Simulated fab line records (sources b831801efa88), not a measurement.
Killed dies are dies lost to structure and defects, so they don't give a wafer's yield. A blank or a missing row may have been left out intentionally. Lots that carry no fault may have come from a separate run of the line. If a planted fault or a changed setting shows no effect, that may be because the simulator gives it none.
fab line records | flow sky130
record lots=6 wafers=18 lastDay=50
route steps=708 shown LDD_N@240 PAD_OPEN@708
lots that met no fault: from a run of the same line without faults
startH: hours from the record's first day to the start of the lot's first wafer shown | waitH: how many hours have passed since the lot's step before this one | " identical to the entry in the row above | L1.1+2: one row covering several wafers at once | - no value, or no start given | * or withheld: withheld | < > ~ a bound
route shown NAME@n: a module of which the file shows steps, and the number in the route of the first | usual: average and standard deviation across the fault-free wafers | same: alike in all rows | chamber/n: place in a boat | sites: each site's reading | _std_site: the standard deviation of these | _edge_site: outer sites' mean less inner sites' | radiusMm: how far each site lies from the wafer's centre | mask NAME#n: copy n | behind: the most recent tool/chamber to have shaped the wafer | hold: why the lot was held/for how many hours/how that ended | device: whichever transistor did not switch (one of n, p or np) | end of line: tests run on the same wafers once the route is complete | a step given without rows: its recipe and nothing more | killed: count of dies lost to structure and defects at first sort (not the wafer's yield) | map: dies across one wafer; x = killed, . = not, _ = none there
set.NAME: setting as actually run; set.NAME@STEP: the setting as run at that earlier step | model.NAME: the simulator's own value behind a step, which no gauge read
lots at some steps of the route; a table a step, a row a wafer
services: the hour from which a tool's chamber was out of use, counted from the record's first day as startH (under 0 if before that day), plus the number of hours and why
## steps
# step SKY_LDD_N_SOFTBAKE_03
# recipe tempC=90 timeS=60 resist=NOVOLAK
# step SKY_LDD_N_EXPOSE_04
# recipe maskId=NTM targetCdNm=840 na=0.6 sourceShape=conventional sigmaOuter=0.6 doseMj=110
# step SKY_LDD_N_PEB_05
# recipe tempC=withheld timeS=* resist=NOVOLAK
# step SKY_LDD_N_DEVELOP_06
# recipe developTimeS=60 devTempC=23
# step SKY_LDD_N_OVL_MEAS_07
# usual LDD_N_OVL=-1.4/1.2
# columns lot.wafer tool chamber startH waitH LDD_N_OVL[nm]
L512.3 overlay-02 - 416.23 0.1 -2.1
L512.4 " - " " -2.2
L512.6 " - " " -2.7
L522.4 overlay-02 - 523.98 0.1 0.0
L522.5 " - " " -1.9
L522.6 " - " " -0.5
L523.1 overlay-02 - 525.97 0.1 -1.2
L523.2 " - " " -0.6
L523.5 " - " " -2.1
L529.1 overlay-01 - 565.31 0.1 -2.1
L529.3 " - " " -1.7
L529.4 " - " " -0.5
L530.3 overlay-02 - 568.14 0.1 -3.6
L530.5 " - " " -0.9
L530.6 " - " " 0.2
L533.1 overlay-01 - 599.37 0.1 0.9
L533.2 " - " " 0.4
L533.6 " - " " -1.7
# step SKY_LDD_N_IMPLANT_08
# recipe species=As energyKev=20 doseCm2=7.5e+13 tiltDeg=withheld rotationDeg=23
# step SKY_LDD_N_IMPLANT_09
# recipe species=As energyKev=20 doseCm2=7.5e+13 tiltDeg=withheld rotationDeg=113
# step SKY_LDD_N_IMPLANT_10
# recipe species=As energyKev=20 doseCm2=7.5e+13 tiltDeg=withheld rotationDeg=203
# step SKY_LDD_N_IMPLANT_11
# recipe species=As energyKev=20 doseCm2=7.557e+13 tiltDeg=withheld rotationDeg=293
# step SKY_LDD_N_IMPLANT_12
# recipe species=BF2 energyKev=50 doseCm2=5e+12 tiltDeg=30 rotationDeg=0
# step SKY_LDD_N_IMPLANT_13
# recipe species=BF2 energyKev=50 doseCm2=5e+12 tiltDeg=30 rotationDeg=90
# step SKY_LDD_N_IMPLANT_14
# recipe species=BF2 energyKev=50 doseCm2=5e+12 tiltDeg=30 rotationDeg=180
# step SKY_LDD_N_IMPLANT_15
# recipe species=BF2 energyKev=50 doseCm2=5e+12 tiltDeg=30 rotationDeg=270
# usual doseIonsCm2=4.999e+12/6.4e+09 faradayCurrentUA=28.2/0.53
# columns lot.wafer tool chamber startH waitH doseIonsCm2 faradayCurrentUA
L512.3 implanter-01 0 417.36 0.1 4.995e+12 28.9
L512.4 " 0 " " 4.992e+12 27.5
L512.6 " 0 " " 4.997e+12 28.4
L522.4 implanter-02 0 525.12 0.1 3.148e+12 18.3
L522.5 " 0 " " 3.15e+12 17.5
L522.6 " 0 " " 3.155e+12 17.3
L523.1 implanter-02 0 527.06 0.1 3.153e+12 18.0
L523.2 " 0 " " 3.156e+12 17.1
L523.5 " 0 " " 3.161e+12 18.2
L529.1 implanter-03 0 566.40 0.1 4.99e+12 28.7
L529.3 " 0 " " 4.986e+12 28.3
L529.4 " 0 " " 4.993e+12 28.2
L530.3 implanter-01 0 569.27 0.1 5.004e+12 27.7
L530.5 " 0 " " 5.006e+12 27.5
L530.6 " 0 " " 5.002e+12 28.3
L533.1 implanter-02 0 600.46 0.1 4.999e+12 28.7
L533.2 " 0 " " 4.993e+12 28.4
L533.6 " 0 " " 5.001e+12 27.9
# step SKY_LDD_N_STRIP_16
# recipe chemistry=O2/N2 powerW=1400 pressureMtorr=1500 platenTempC=withheld o2FlowSccm=3000 n2FlowSccm=300 overashFraction=0.5
# usual drypumpMotorCurrentA=5.59/0.22 oesProductAu=0.406/0.0045 stripTimeToEndpointS=4.312/0.014
# columns lot.wafer tool chamber startH waitH drypumpMotorCurrentA oesProductAu rfHoursCounterH stripTimeToEndpointS
L512.3 plasmaAsher-01 1 417.49 0.1 5.84 0.412 - 4.294
L512.4 " 0 " " 5.60 0.399 - 4.297
L512.6 " 1 " " 5.85 0.402 - 4.308
L522.4 plasmaAsher-03 1 525.23 0.1 5.71 0.407 - 4.324
L522.5 " 1 " " 5.68 0.407 - 4.302
L522.6 " 0 " " 5.14 0.409 - 4.316
L523.1 plasmaAsher-03 1 527.21 0.1 5.70 0.416 81 4.303
L523.2 " 0 " " 5.14 0.398 81 4.318
L523.5 " 0 " " 5.16 0.402 - 4.298
L529.1 plasmaAsher-03 0 566.55 0.1 5.13 0.407 85 4.327
L529.3 " 0 " " 5.15 0.408 - 4.315
L529.4 " 1 " " 5.72 0.406 - 4.340
L530.3 plasmaAsher-02 0 569.40 0.1 5.63 0.396 - 4.307
L530.5 " 1 " " 5.49 0.411 - 4.313
L530.6 " 0 " " 5.63 0.411 - 4.316
L533.1 plasmaAsher-01 0 600.61 0.1 5.60 0.409 17 4.312
L533.2 " 1 " " 5.84 0.407 17 4.311
L533.6 " 1 " " 5.84 0.401 - 4.326
# step SKY_PAD_OPEN_PROBE_99
# usual killed_at_M0_to_M3=43/7 killed_at_M4_up=3.3/1.8 killedAtContacts=24/6.2 killedAtFrontEnd=16/4.7 killedAtOther=0.4/0.58 killedDies=87/10 killedOpen=47/6.4 killedShort=39/7
# same grossDies=492 killedAtBackSide=0
# columns lot.wafer tool chamber startH waitH killed_at_M0_to_M3 killed_at_M4_up killedAtContacts killedAtFrontEnd killedAtOther killedDies killedOpen killedShort model.etest.nfet_01v8_turned.vtSatV model.etest.nfet_01v8_turned.vtV
L512.3 prober-02 - 1082.36 0.2 35 3 26 18 0 82 44 37 0.6571 0.7069
L512.4 prober-02 - 1082.41 0.2 42 2 20 14 0 78 40 37 0.6381 0.6931
L512.6 prober-02 - 1082.51 0.2 40 3 22 21 0 86 50 36 0.6449 0.6961
L523.1 prober-02 - 1154.68 0.1 46 3 14 17 1 81 41 40 0.6333 0.6955
L523.2 prober-02 - 1154.73 0.1 44 5 18 14 0 81 44 37 0.6313 0.6996
L523.5 prober-02 - 1154.88 0.2 47 4 18 22 0 91 51 40 0.6304 0.697
L522.4 prober-01 - 1159.45 0.2 40 3 21 19 1 84 51 33 0.6285 0.6984
L522.5 prober-01 - 1159.50 0.2 50 0 23 11 1 85 46 39 0.6274 0.6965
L522.6 prober-01 - 1159.55 0.2 36 3 23 19 1 82 40 42 0.6325 0.6992
L529.1 prober-02 - 1179.65 0.1 51 2 28 16 2 99 57 42 0.6496 0.7047
L529.3 prober-02 - 1179.75 0.2 39 7 29 14 2 91 44 45 0.6545 0.7036
L529.4 prober-02 - 1179.80 0.2 48 3 34 12 2 99 49 48 0.6446 0.7001
L530.3 prober-02 - 1184.18 0.2 31 3 28 13 0 75 44 31 0.6563 0.7073
L530.5 prober-02 - 1184.28 0.2 39 2 16 22 1 80 40 40 0.6539 0.7053
L530.6 prober-02 - 1184.33 0.2 44 2 15 19 1 81 52 29 0.6581 0.7058
L533.1 prober-02 - 1201.74 0.1 45 4 20 13 0 82 47 35 0.6494 0.7047
L533.2 prober-02 - 1201.79 0.1 50 2 27 18 0 97 54 43 0.6474 0.6985
L533.6 prober-02 - 1201.99 0.2 50 1 22 15 0 88 52 36 0.6484 0.702
# killed by level:class
L512.3 LI_CONTACT:geometricParticle:open=7 CONTACT:geometricParticle:open=7 VIA2:geometricParticle:open=7 METAL1:geometricParticle:short=6 CONTACT:geometricParticle:short=6 VIA1:geometricParticle:open=6 FIELD_ISO:geometricParticle:open=5 VIA3:geometricParticle:open=5
L512.4 CONTACT:geometricParticle:open=9 METAL2:geometricParticle:short=9 VIA1:geometricParticle:short=7 VIA1:geometricParticle:open=7 VIA2:geometricParticle:open=7 LI_CONTACT:geometricParticle:open=5 VIA3:geometricParticle:short=5 FIELD_ISO:geometricParticle:open=4
L512.6 VIA1:geometricParticle:open=9 METAL2:geometricParticle:short=8 CONTACT:geometricParticle:open=8 FIELD_ISO:geometricParticle:open=7 VIA2:geometricParticle:open=7 LI_CONTACT:geometricParticle:open=6 POLY_GATE:geometricParticle:short=4 VIA3:geometricParticle:open=4
L523.1 VIA1:geometricParticle:open=10 METAL1:geometricParticle:short=9 POLY_GATE:geometricParticle:open=7 METAL2:geometricParticle:short=7 VIA1:geometricParticle:short=7 LI_CONTACT:geometricParticle:open=5 VIA2:geometricParticle:open=5 FIELD_ISO:geometricParticle:open=4
L523.2 VIA1:geometricParticle:open=10 VIA2:geometricParticle:open=9 LI_CONTACT:geometricParticle:open=8 VIA1:geometricParticle:short=7 POLY_GATE:geometricParticle:short=5 LOCAL_INTERCONNECT:geometricParticle:short=5 VIA3:geometricParticle:open=5 METAL1:geometricParticle:short=4
L523.5 VIA1:geometricParticle:open=11 POLY_GATE:geometricParticle:open=7 POLY_GATE:geometricParticle:short=7 LI_CONTACT:geometricParticle:open=7 METAL2:geometricParticle:short=6 CONTACT:geometricParticle:open=5 VIA1:geometricParticle:short=5 VIA2:geometricParticle:open=5
L522.4 VIA1:geometricParticle:open=10 CONTACT:geometricParticle:open=8 VIA3:geometricParticle:open=8 LI_CONTACT:geometricParticle:open=6 METAL2:geometricParticle:short=6 VIA2:geometricParticle:open=5 FIELD_ISO:geometricParticle:short=4 FIELD_ISO:geometricParticle:open=4
L522.5 CONTACT:geometricParticle:open=11 VIA3:geometricParticle:open=10 VIA1:geometricParticle:open=9 VIA1:geometricParticle:short=6 FIELD_ISO:geometricParticle:short=5 VIA3:geometricParticle:short=5 LI_CONTACT:geometricParticle:open=4 METAL2:geometricParticle:short=4
L522.6 VIA1:geometricParticle:open=12 FIELD_ISO:geometricParticle:short=8 CONTACT:geometricParticle:open=7 LI_CONTACT:geometricParticle:open=6 POLY_GATE:geometricParticle:short=5 METAL1:geometricParticle:short=5 VIA3:geometricParticle:open=5 LI_CONTACT:geometricParticle:short=4
L529.1 VIA1:geometricParticle:open=11 VIA3:geometricParticle:open=11 LI_CONTACT:geometricParticle:open=9 CONTACT:geometricParticle:open=9 VIA2:geometricParticle:open=8 POLY_GATE:geometricParticle:short=6 METAL1:geometricParticle:short=6 CONTACT:geometricParticle:short=5
L529.3 METAL2:geometricParticle:short=10 CONTACT:geometricParticle:open=9 LI_CONTACT:geometricParticle:open=8 CONTACT:geometricParticle:short=6 VIA1:geometricParticle:open=6 VIA3:geometricParticle:open=5 VIA3:geometricParticle:short=4 METAL4:geometricParticle:short=4
L529.4 LI_CONTACT:geometricParticle:open=14 VIA1:geometricParticle:open=10 VIA1:geometricParticle:short=10 METAL1:geometricParticle:short=8 CONTACT:geometricParticle:open=7 LOCAL_INTERCONNECT:geometricParticle:short=5 POLY_GATE:geometricParticle:short=4 VIA2:geometricParticle:open=4
L530.3 CONTACT:geometricParticle:open=13 VIA1:geometricParticle:open=8 VIA3:geometricParticle:open=5 LI_CONTACT:geometricParticle:open=4 VIA1:geometricParticle:short=4 FIELD_ISO:geometricParticle:short=3 FIELD_ISO:geometricParticle:open=3 POLY_GATE:geometricParticle:short=3
L530.5 VIA1:geometricParticle:open=8 POLY_GATE:geometricParticle:short=6 CONTACT:geometricParticle:open=6 FIELD_ISO:geometricParticle:open=5 VIA2:geometricParticle:open=5 POLY_GATE:geometricParticle:open=5 METAL2:geometricParticle:short=5 CONTACT:geometricParticle:short=4
L530.6 FIELD_ISO:geometricParticle:open=10 VIA3:geometricParticle:open=8 CONTACT:geometricParticle:open=7 METAL1:geometricParticle:short=6 VIA1:geometricParticle:open=6 VIA3:geometricParticle:short=6 METAL2:geometricParticle:short=5 VIA2:geometricParticle:open=4
L533.1 VIA3:geometricParticle:open=9 VIA1:geometricParticle:short=8 VIA1:geometricParticle:open=8 CONTACT:geometricParticle:open=7 FIELD_ISO:geometricParticle:open=5 LOCAL_INTERCONNECT:geometricParticle:short=5 VIA2:geometricParticle:open=5 LI_CONTACT:geometricParticle:open=4
L533.2 VIA1:geometricParticle:open=15 LI_CONTACT:geometricParticle:open=9 CONTACT:geometricParticle:open=7 METAL2:geometricParticle:short=6 LOCAL_INTERCONNECT:geometricParticle:short=6 VIA1:geometricParticle:short=6 VIA3:geometricParticle:open=6 VIA2:geometricParticle:open=5
L533.6 VIA1:geometricParticle:open=11 LI_CONTACT:geometricParticle:open=8 CONTACT:geometricParticle:open=8 VIA2:geometricParticle:open=7 VIA1:geometricParticle:short=6 METAL2:geometricParticle:short=6 VIA3:geometricParticle:open=6 METAL1:geometricParticle:short=4
## services
# columns tool chamber startH hours kind
implanter-02 - 402.61 3.3 pm
plasmaAsher-03 - 402.84 3.4 repair
plasmaAsher-01 - 421.35 9.0 pm
plasmaAsher-01 0 421.35 9.0 ventCycle
plasmaAsher-01 1 421.35 9.0 ventCycle
plasmaAsher-01 0 430.35 - clean
plasmaAsher-01 1 430.35 - clean
implanter-01 - 442.35 2.9 pm
plasmaAsher-01 - 446.51 1.3 repair
implanter-03 - 508.61 14.4 repair
implanter-02 - 518.96 2.6 repair
implanter-01 - 539.00 2.3 repair
implanter-03 - 577.36 2.1 repair
plasmaAsher-01 - 594.49 1.9 repair
implanter-01 - 595.92 1.8 repair
## key
firstSign step=SKY_LDD_N_IMPLANT_15 reading=doseIonsCm2 direction=down sigmas=99+ usual=* struck=*
effect step=SKY_LDD_N_IMPLANT_15 reading=faradayCurrentUA direction=down sigmas=20 usual=28.2 struck=17.7
modelEffect step=SKY_PAD_OPEN_PROBE_99 value=etest.nfet_01v8_turned.vtSatV without=0.6556 struck=0.6306
metAt SKY_LDD_N_IMPLANT_15
struckWafers L522.4,L522.5,L522.6,L523.1,L523.2,L523.5
testerLeftOut L522,L523
fault kind=processParameterDrift tool=implanter-02 chamber=- onsetH=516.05 steps=SKY_LDD_N_IMPLANT_15 channel=doseCm2 offset=* shape=step endH=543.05 actsIn=* stated=*
# testerLeftOut: of these lots the tester's yield and bins aren't shown, on N5 and GAA mostly nor the transistor test; their killed dies are dies lost to structure and defects alone, not to doping, threshold or leakage, so they don't give the yield
